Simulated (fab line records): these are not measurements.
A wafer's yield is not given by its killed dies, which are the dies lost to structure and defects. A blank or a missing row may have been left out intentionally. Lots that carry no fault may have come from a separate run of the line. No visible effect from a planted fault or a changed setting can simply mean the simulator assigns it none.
Chamber matching :: flow sky130 :: SKY_VIA1_ETCH_15 on rieDiel-02: 4 sister chambers
The step etches SiO2 in C4F8/O2/Ar, stops on TiN, target depth 351 nm, time 54 s. 4 wafers are shown with their chamber, then 12 later ones without.

## WAFERS PAIRED WITH THEIR CHAMBERS
wafer: L086.1
chamber: 1
oesProductAu (a.u.): 0.989

wafer: L086.3
chamber: 2
oesProductAu (a.u.): 0.977

wafer: L086.5
chamber: 3
oesProductAu (a.u.): 0.986

wafer: L086.6
chamber: 0
oesProductAu (a.u.): 0.984

## WAFERS MISSING THEIR CHAMBER
wafer: L090.1
oesProductAu (a.u.): 0.985

wafer: L090.3
oesProductAu (a.u.): 0.987

wafer: L090.5
oesProductAu (a.u.): 0.986

wafer: L091.1
oesProductAu (a.u.): 0.985

wafer: L091.3
oesProductAu (a.u.): 0.985

wafer: L091.4
oesProductAu (a.u.): 0.979

wafer: L094.1
oesProductAu (a.u.): 0.987

wafer: L094.2
oesProductAu (a.u.): 0.985

wafer: L094.6
oesProductAu (a.u.): 0.979

wafer: L097.1
oesProductAu (a.u.): 0.985

wafer: L097.2
oesProductAu (a.u.): 0.975

wafer: L097.5
oesProductAu (a.u.): 0.985

## THE CHAMBER EACH PASSED THROUGH
wafer: L090.1
from the rows above: can't be placed: 0 or 3
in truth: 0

wafer: L090.3
from the rows above: can't be placed: 3 or 1 or 0
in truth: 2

wafer: L090.5
from the rows above: can't be placed: 3 or 0
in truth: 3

wafer: L091.1
from the rows above: can't be placed: 0 or 3
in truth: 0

wafer: L091.3
from the rows above: can't be placed: 0 or 3
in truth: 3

wafer: L091.4
from the rows above: 2
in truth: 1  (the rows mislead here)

wafer: L094.1
from the rows above: can't be placed: 3 or 1 or 0
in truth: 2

wafer: L094.2
from the rows above: can't be placed: 0 or 3
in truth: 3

wafer: L094.6
from the rows above: 2
in truth: 2

wafer: L097.1
from the rows above: can't be placed: 0 or 3
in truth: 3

wafer: L097.2
from the rows above: 2
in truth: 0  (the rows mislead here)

wafer: L097.5
from the rows above: can't be placed: 0 or 3
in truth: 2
Correct placement for 1 of the 12. Can't be placed from these rows: 9 (the true chamber is among the candidates in 6). 2 placed wrongly.
How it was worked out, from the rows above alone: a wafer's distance from a chamber is the root of the sum, over the readings, of the square of ((its reading less the chamber's mean) divided by the reading's scatter). If the next closest chamber is less than 2 further off than the closest, the wafer can't be placed; otherwise it belongs to the closest. For every chamber, the mean is computed from those of its wafers that are shown. The scatter: with one shown wafer a chamber, the root of the mean of the squares of how far each hidden wafer lies from its nearest shown one.
